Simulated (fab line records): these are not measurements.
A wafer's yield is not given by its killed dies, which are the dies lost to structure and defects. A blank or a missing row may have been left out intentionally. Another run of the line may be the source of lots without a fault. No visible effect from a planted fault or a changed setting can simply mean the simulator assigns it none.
Comparing a struck lot with a sound one :: flow sky130 :: 15 out of 708 route steps
Sound: the wafers L662.4, L662.5, L662.6. Wafers struck: L673.3, L673.5, L673.6. The cause is named last.
At each step with rows: each side's tool, then ch and its chambers, then its first start. Under that, the readings that differ: sound wafers :: struck wafers :: difference of the means :: sigmas: that difference in standard deviations of wafers without a fault.
alike: same words and numbers on both sides, and readings whose means sit less than 2 such deviations apart. not compared: any withheld reading, any reading some wafer has no value for, any bound like >300 that may hide the same value, and any number with overlapping values for which the record gives no deviation.
Wherever a step has rows on one side only, a row that says differs or no value, or a row with sigmas, the two part there. Numbers that don't overlap but have no deviation are shown without sigmas and don't part them. Lack of a reading on every wafer of one side parts them only where that side has two or more wafers.

first, 2 steps without rows for these wafers: SKY_METAL2_CLEAN_23 (cleans in O3/DIW); SKY_VIA2_HDPCVD_00 (deposits SiO2, target thk 1180 nm, time 196.7 s).
SKY_VIA2_THK_MEAS_01:
  struck on film-metro-01, day 40 16:45; sound on film-metro-03, day 37 11:04
  alike: VIA2_HDPCVD_THK
SKY_VIA2_CMP_02: polishes SiO2.
  sound on cmp-02 ch 1,2,3, day 37 11:15; struck on cmp-02 ch 2,3, day 40 16:50
  alike: motor-current-A
SKY_VIA2_BOW_MEAS_03:
  struck on film-metro-01, day 40 17:08; sound on film-metro-01, day 37 11:28
  alike: VIA2_BOW
then, 7 steps without rows for these wafers: SKY_VIA2_DEHYDRATE_04 (time 60 s); SKY_VIA2_HMDS_05 (prime time 60 s); SKY_VIA2_COAT_06 (resist thk 60 nm); SKY_VIA2_COAT_07 (resist thk 450 nm); SKY_VIA2_SOFTBAKE_08 (time 90 s); SKY_VIA2_EXPOSE_09 (exposes mask VIM2, target cd 200 nm); SKY_VIA2_PEB_10.
SKY_VIA2_DEVELOP_11: develop time 60 s.
  sound on litho-track-04 ch 0, day 38 13:00; struck on litho-track-02 ch 0, day 41 17:00
reading: developer-temp-C (C)
sound: 20.99 21.01 21.06
struck: 23.13 23.00 22.86
difference: +1.98
sigmas: +20
  alike: exhaust-pa
SKY_VIA2_CD_MEAS_12: the cd target is 200 nm.
  struck on cd-sem-02, day 41 17:38; sound on cd-sem-01, day 38 13:19
  alike: cd-nm
-- the record jumps here: 8 days lie between the struck wafers' starts before and after (it left off in module VIA2 and takes up again in module PAD_OPEN, whose first step shown is number 708 of the route) --
SKY_PAD_OPEN_PROBE_99:
  struck on prober-02, day 49 22:56; sound on prober-02, day 47 13:37
  alike: defect-limited-yield, killed_at_M0_to_M3, killed_at_M4_up, killed-at-contacts, killed-at-front-end, killed-at-other, killed-dies, killed-open, killed-short, sort_bin_3_pad_short, sort_bin_5_function, sort_bin_6_memory, sort-n-pass, sort-yield-pct

## WHERE THEY PART
At SKY_VIA2_DEVELOP_11 and nowhere else, as far as this record goes. Later steps at which nothing parts them and some readings are alike: SKY_VIA2_CD_MEAS_12, SKY_PAD_OPEN_PROBE_99.

WHY: the cause the simulator had injected
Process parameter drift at SKY_VIA2_DEVELOP_11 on litho-track-02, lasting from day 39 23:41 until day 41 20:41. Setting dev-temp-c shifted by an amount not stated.
